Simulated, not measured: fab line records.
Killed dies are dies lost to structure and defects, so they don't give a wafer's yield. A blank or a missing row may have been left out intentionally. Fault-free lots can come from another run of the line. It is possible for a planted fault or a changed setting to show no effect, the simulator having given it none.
fab line records	flow sky130
record lots=10	wafers=28	last_day=50
route steps=708 shown LI_CONTACT@381 VIA2@523 CAPM@539
lots that met no fault: taken from a fault-free run of the same line
start_h: hours from the record's first day to the start of the lot's first wafer shown	wait_h: hours from the lot's prior step to this one	" as in the row above	L1.1+2: several wafers, shown together as one row	- no value, or no start was given	* or withheld: withheld	< > ~ a bound
route shown NAME@n: NAME is a module with steps in the file, n the number in the route of the first one	usual: mean and standard deviation over wafers with no fault	same: alike in all rows	chamber/n: place in a boat	sites: each site's reading	_std_site: the values' standard deviation	_edge_site: mean of outer sites minus mean of inner sites	radius_mm: how far each site lies from the wafer's centre	mask NAME#n: copy n	behind: the most recent tool/chamber to have shaped the wafer	hold: the reason the lot was held/the length of the hold in hours/how it ended	device: the n, p or np transistor that did not switch	end of line: the same wafers' tests at the end of the route	where a step has no rows: the recipe by itself	killed: count of dies lost to structure and defects at first sort (not the wafer's yield)	map: the dies of a wafer, with x for killed, . for not killed, _ for no die there
set.NAME: the setting that was run; set.NAME@STEP: the one run at that earlier step	model.NAME: the simulator's own value behind a step, which no gauge read
steps of the route over a sample of lots; a table a step, a row a wafer
services: when a tool's chamber went out of use (start_h, in hours from the record's first day, below 0 if earlier), for how many hours, and the reason
## steps
# step SKY_LI_CONTACT_SPUTTER_19
# recipe material=Ti	target_thk_nm=20	chamber_pressure_pa=5	power_w=2500	substrate_temp_c=200	time_s=106.37
# usual throttle_valve_pct=29.9/1.2
lot.wafer	tool	chamber	start_h	wait_h	throttle_valve_pct
L421.1	pvd_sputter-04	-	665.71	0.0	30.3
L421.4	"	-	"	"	31.8
L421.5	"	-	"	"	31.5
L422.2	pvd_sputter-01	-	684.66	0.0	28.2
L422.3	"	-	"	"	30.5
L422.4	"	-	"	"	29.1
L424.4	pvd_sputter-03	-	706.05	0.0	29.9
L424.5	"	-	"	"	30.2
L424.6	"	-	"	"	30.5
L429.1	pvd_sputter-04	-	746.00	0.0	31.6
L429.5	"	-	"	"	29.5
L430.3	pvd_sputter-01	-	747.43	0.0	29.4
L430.5	"	-	"	"	27.8
L437.4	pvd_sputter-03	-	811.49	0.0	31.5
L437.5	"	-	"	"	30.6
L437.6	"	-	"	"	31.5
L439.2	pvd_sputter-03	-	820.38	0.0	31.7
L439.4	"	-	"	"	28.2
L439.5	"	-	"	"	28.7
L441.1	pvd_sputter-04	-	845.49	0.0	28.4
L441.3	"	-	"	"	29.8
L441.5	"	-	"	"	28.2
L443.2	pvd_sputter-01	-	855.19	0.0	27.7
L443.3	"	-	"	"	29.5
L443.6	"	-	"	"	30.4
L444.2	pvd_sputter-04	-	862.96	0.0	30.2
L444.4	"	-	"	"	28.6
L444.5	"	-	"	"	30.6
# step SKY_VIA2_STRIP_16
# recipe chemistry=O2/N2	power_w=1400	pressure_mtorr=1500	platen_temp_c=withheld	o2_flow_sccm=3000	n2_flow_sccm=300	overash_fraction=0.5
# usual drypump_motor_current_A=5.54/0.19	oes_product_au=0.399/0.0043	strip_time_to_endpoint_s=4.049/0.021
lot.wafer	tool	chamber	start_h	wait_h	drypump_motor_current_A	oes_product_au	rf_hours_counter_h	strip_time_to_endpoint_s
L421.1	plasma_asher-03	1	836.78	0.0	5.74	0.395	41	4.073
L421.4	"	1	"	"	5.74	0.399	-	4.050
L421.5	"	1	"	"	5.74	0.406	-	4.021
L422.2	plasma_asher-04	1	854.14	0.0	5.21	0.398	73	4.027
L422.3	"	0	"	"	5.61	0.399	-	4.038
L422.4	"	1	"	"	5.19	0.405	-	4.045
L424.4	plasma_asher-04	0	874.97	0.1	5.54	0.397	-	4.049
L424.5	"	0	"	"	5.59	0.400	-	4.044
L424.6	"	1	"	"	5.20	0.399	-	4.054
L429.1	plasma_asher-04	1	910.88	0.0	5.20	0.396	79	4.072
L429.5	"	0	"	"	5.53	0.399	-	4.046
L430.3	plasma_asher-03	1	914.03	0.1	5.74	0.400	-	4.046
L430.5	"	1	"	"	5.73	0.396	-	4.062
L437.4	plasma_asher-02	1	970.33	0.1	5.69	0.403	-	4.060
L437.5	"	0	"	"	5.35	0.400	-	4.041
L437.6	"	1	"	"	5.69	0.392	-	4.014
L439.2	plasma_asher-03	0	980.95	0.0	5.58	0.395	55	4.047
L439.4	"	0	"	"	5.58	0.393	-	4.075
L439.5	"	0	"	"	5.58	0.401	-	4.067
L441.1	plasma_asher-03	0	1004.78	0.0	5.57	0.395	59	4.026
L441.3	"	0	"	"	5.58	0.397	-	4.046
L441.5	"	1	"	"	5.75	0.403	-	4.046
L443.2	plasma_asher-03	0	1013.30	0.0	5.59	0.393	60	4.043
L443.3	"	1	"	"	5.72	0.398	-	4.035
L443.6	"	0	"	"	5.58	0.408	-	4.057
L444.2	plasma_asher-03	0	1015.58	0.0	5.58	0.399	60	4.067
L444.4	"	0	"	"	5.57	0.404	-	4.095
L444.5	"	1	"	"	5.75	0.400	-	4.071
# step SKY_CAPM_SPUTTER_02
# recipe material=TiN	target_thk_nm=200	temp_c=300	power_w=6500	time_s=166.7	chamber_pressure_pa=0.4
# usual throttle_valve_pct=30.0/1.2
lot.wafer	tool	chamber	start_h	wait_h	throttle_valve_pct
L421.1	pvd_sputter-01	-	838.28	0.1	30.2
L421.4	"	-	"	"	30.0
L421.5	"	-	"	"	30.4
L422.2	pvd_sputter-03	-	855.65	0.0	31.6
L422.3	"	-	"	"	30.6
L422.4	"	-	"	"	28.6
L424.4	pvd_sputter-03	-	876.43	0.0	29.9
L424.5	"	-	"	"	30.1
L424.6	"	-	"	"	28.5
L429.1	pvd_sputter-03	-	912.38	0.1	31.8
L429.5	"	-	"	"	30.7
L430.3	pvd_sputter-03	-	915.49	0.0	30.7
L430.5	"	-	"	"	31.6
L437.4	pvd_sputter-04	-	971.83	0.0	29.9
L437.5	"	-	"	"	32.0
L437.6	"	-	"	"	28.2
L439.2	pvd_sputter-03	-	982.46	0.0	31.7
L439.4	"	-	"	"	28.4
L439.5	"	-	"	"	30.3
L441.1	pvd_sputter-03	-	1006.34	0.1	28.4
L441.3	"	-	"	"	29.9
L441.5	"	-	"	"	30.6
L443.2	pvd_sputter-04	-	1014.89	0.0	29.7
L443.3	"	-	"	"	28.1
L443.6	"	-	"	"	31.7
L444.2	pvd_sputter-01	-	1017.13	0.0	29.1
L444.4	"	-	"	"	29.8
L444.5	"	-	"	"	30.5
# step SKY_CAPM_RS_MEAS_03
# recipe thk_meas_gauge=four-point-probe	reads=TiN_of_CAPM_SPUTTER_02
# usual CAPM_TIN_RS=6.93/0.06
lot.wafer	tool	chamber	start_h	wait_h	CAPM_TIN_RS[ohm/sq]
L421.1	film_metro-04	-	838.39	0.1	6.98
L421.4	"	-	"	"	7.02
L421.5	"	-	"	"	6.95
L422.2	film_metro-04	-	855.78	0.1	7.01
L422.3	"	-	"	"	7.04
L422.4	"	-	"	"	6.96
L424.4	film_metro-02	-	876.60	0.1	6.92
L424.5	"	-	"	"	6.94
L424.6	"	-	"	"	6.85
L429.1	film_metro-03	-	912.49	0.1	6.87
L429.5	"	-	"	"	18.27
L430.3	film_metro-04	-	915.64	0.1	18.03
L430.5	"	-	"	"	17.60
L437.4	film_metro-03	-	972.00	0.1	6.96
L437.5	"	-	"	"	6.98
L437.6	"	-	"	"	6.98
L439.2	film_metro-04	-	982.59	0.1	6.86
L439.4	"	-	"	"	6.87
L439.5	"	-	"	"	6.91
L441.1	film_metro-03	-	1006.44	0.1	6.92
L441.3	"	-	"	"	6.95
L441.5	"	-	"	"	7.01
L443.2	film_metro-04	-	1015.02	0.1	6.93
L443.3	"	-	"	"	6.90
L443.6	"	-	"	"	6.90
L444.2	film_metro-03	-	1017.26	0.1	6.86
L444.4	"	-	"	"	6.89
L444.5	"	-	"	"	6.83
# step SKY_CAPM_THK_MEAS_04
# recipe thk_meas_gauge=xrf	reads=TiN_of_CAPM_SPUTTER_02
# usual CAPM_TIN_THK=199.5/1.7
lot.wafer	tool	chamber	start_h	wait_h	CAPM_TIN_THK[nm]
L421.1	film_metro-04	-	838.51	0.1	198.3
L421.4	"	-	"	"	197.1
L421.5	"	-	"	"	199.3
L422.2	film_metro-04	-	855.89	0.1	198.1
L422.3	"	-	"	"	198.0
L422.4	"	-	"	"	198.8
L424.4	film_metro-02	-	876.69	0.1	199.9
L424.5	"	-	"	"	199.2
L424.6	"	-	"	"	201.0
L429.1	film_metro-03	-	912.61	0.1	199.8
L429.5	"	-	"	"	78.0
L430.3	film_metro-04	-	915.74	0.1	79.3
L430.5	"	-	"	"	81.0
L437.4	film_metro-03	-	972.09	0.1	196.8
L437.5	"	-	"	"	197.3
L437.6	"	-	"	"	197.8
L439.2	film_metro-04	-	982.70	0.1	202.7
L439.4	"	-	"	"	201.6
L439.5	"	-	"	"	200.1
L441.1	film_metro-03	-	1006.56	0.1	199.7
L441.3	"	-	"	"	198.0
L441.5	"	-	"	"	195.9
L443.2	film_metro-04	-	1015.13	0.1	199.2
L443.3	"	-	"	"	200.0
L443.6	"	-	"	"	200.3
L444.2	film_metro-03	-	1017.37	0.1	200.8
L444.4	"	-	"	"	201.2
L444.5	"	-	"	"	202.3
# step SKY_CAPM_OVL_MEAS_12
# usual CAPM_OVL=-0.6/1.4
lot.wafer	tool	chamber	start_h	wait_h	CAPM_OVL[nm]
L421.1	overlay-01	-	863.92	0.1	2.3
L421.4	"	-	"	"	1.6
L421.5	"	-	"	"	1.5
L422.2	overlay-02	-	881.07	0.1	-2.5
L422.3	"	-	"	"	-3.3
L422.4	"	-	"	"	-2.2
L424.4	overlay-01	-	901.82	0.1	0.1
L424.5	"	-	"	"	0.2
L424.6	"	-	"	"	-1.6
L429.1	overlay-02	-	937.23	0.1	-1.0
L429.5	"	-	"	"	-1.7
L430.3	overlay-01	-	939.37	0.1	-2.1
L430.5	"	-	"	"	0.3
L437.4	overlay-01	-	996.40	0.1	-0.4
L437.5	"	-	"	"	0.0
L437.6	"	-	"	"	-0.6
L439.2	overlay-01	-	1006.04	0.1	1.4
L439.4	"	-	"	"	-1.2
L439.5	"	-	"	"	-0.9
L441.1	overlay-02	-	1028.76	0.1	-1.2
L441.3	"	-	"	"	-1.8
L441.5	"	-	"	"	-0.1
L443.2	overlay-01	-	1037.14	0.1	-1.6
L443.3	"	-	"	"	-1.6
L443.6	"	-	"	"	-0.4
L444.2	overlay-01	-	1039.91	0.1	0.9
L444.4	"	-	"	"	-0.6
L444.5	"	-	"	"	-2.8
# step SKY_CAPM_METAL_ETCH_13
# recipe target_depth_nm=220	stop_on=SiO2	chemistry=Cl2/BCl3	target=TiN	pressure_mtorr=10	icp_w=900	bias_w=48.5	Cl2_flow_sccm=60	bcl3_flow_sccm=30	time_s=62.9
# usual drypump_motor_current_A=5.8/0.54	he_backside_leak_sccm=3.29/0.17	oes_product_au=0.941/0.0071	throttle_valve_pct=21.902/0.0097
lot.wafer	tool	chamber	start_h	wait_h	drypump_motor_current_A	he_backside_leak_sccm	oes_product_au	rf_hours_counter_h	throttle_valve_pct
L421.1	rie_metal-02	1	863.95	0.0	6.3	3.13	0.936	9	21.895
L421.4	"	1	"	"	6.3	3.22	0.944	-	21.900
L421.5	"	1	"	"	6.3	3.35	0.946	-	21.890
L422.2	rie_metal-03	0	881.10	0.0	5.0	3.05	0.927	5	21.907
L422.3	"	0	"	"	5.0	3.00	0.936	-	21.902
L422.4	"	1	"	"	5.1	3.30	0.932	-	21.886
L424.4	rie_metal-03	0	901.87	0.0	4.9	3.20	0.936	-	21.906
L424.5	"	0	"	"	4.9	3.07	0.935	-	21.896
L424.6	"	1	"	"	5.1	3.39	0.949	-	21.914
L429.1	rie_metal-03	0	937.27	0.0	4.9	2.92	0.947	7	21.909
L429.5	"	0	"	"	4.9	3.01	0.595	-	22.123
L430.3	rie_metal-02	0	939.42	0.0	5.9	3.30	0.607	-	22.106
L430.5	"	1	"	"	6.3	3.34	0.604	-	22.097
L437.4	rie_metal-04	0	996.45	0.0	6.1	3.45	0.939	-	21.895
L437.5	"	0	"	"	6.1	3.56	0.946	-	21.911
L437.6	"	1	"	"	6.3	3.42	0.938	-	21.906
L439.2	rie_metal-04	1	1006.07	0.0	6.4	3.32	0.950	10	21.919
L439.4	"	1	"	"	6.3	3.48	0.945	-	21.906
L439.5	"	1	"	"	6.4	3.57	0.946	-	21.911
L441.1	rie_metal-03	1	1028.79	0.0	5.1	3.37	0.940	12	21.906
L441.3	"	1	"	"	5.1	3.36	0.945	-	21.896
L441.5	"	0	"	"	4.9	2.99	0.932	-	21.906
L443.2	rie_metal-04	1	1037.17	0.0	6.4	3.39	0.944	11	21.899
L443.3	"	1	"	"	6.3	3.39	0.951	-	21.907
L443.6	"	0	"	"	6.1	3.42	0.952	-	21.910
L444.2	rie_metal-04	1	1039.94	0.0	6.3	3.39	0.945	11	21.888
L444.4	"	0	"	"	6.1	3.55	0.949	-	21.913
L444.5	"	0	"	"	6.1	3.51	0.950	-	21.886
## services
tool	chamber	start_h	hours	kind
rie_metal-04	-	649.96	14.6	pm
pvd_sputter-04	-	653.83	7.0	repair
plasma_asher-04	-	660.59	4.6	repair
pvd_sputter-04	-	667.19	1.2	repair
rie_metal-03	0	686.16	14.1	repair
pvd_sputter-04	-	711.74	13.6	repair
plasma_asher-03	-	741.04	0.9	repair
plasma_asher-04	-	752.70	0.8	repair
rie_metal-04	-	762.89	2.8	pm
plasma_asher-04	-	801.29	12.6	repair
rie_metal-03	0	822.57	13.1	repair
plasma_asher-03	-	842.77	0.4	repair
plasma_asher-04	-	842.84	0.3	repair
rie_metal-03	0	843.74	5.0	repair
rie_metal-03	-	856.31	2.8	pm
plasma_asher-03	-	867.80	16.0	pm
pvd_sputter-01	-	912.02	5.0	repair
rie_metal-04	-	913.56	0.7	repair
plasma_asher-04	-	931.55	2.6	repair
plasma_asher-04	-	932.71	2.7	repair
plasma_asher-04	-	938.11	63.4	repair
pvd_sputter-04	-	942.86	2.5	repair
pvd_sputter-01	-	962.70	3.1	repair
pvd_sputter-04	-	1036.50	5.6	repair
## key
first_sign step=SKY_CAPM_RS_MEAS_03	reading=CAPM_TIN_RS	direction=up	sigmas=99+	usual=6.93	struck=17.96
effect step=SKY_CAPM_THK_MEAS_04	reading=CAPM_TIN_THK	direction=down	sigmas=69	usual=199.5	struck=79.5
effect step=SKY_CAPM_METAL_ETCH_13	reading=oes_product_au	direction=down	sigmas=48	usual=0.941	struck=0.602
met_at SKY_CAPM_SPUTTER_02
struck_lots L429,L430
struck_wafers L429.5,L430.3,L430.5
not_acting_at SKY_LI_CONTACT_SPUTTER_19,SKY_VIA2_STRIP_16,SKY_CAPM_OVL_MEAS_12
onset_between 876.43 912.38
fault kind=process_parameter_drift	tool=pvd_sputter-03	chamber=-	onset_h=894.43	steps=SKY_CAPM_SPUTTER_02	channel=target_thk_nm	offset=-120.95	shape=step	end_h=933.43	scope=struck_wafers_only	acts_in=these_recipes_only	stated=200
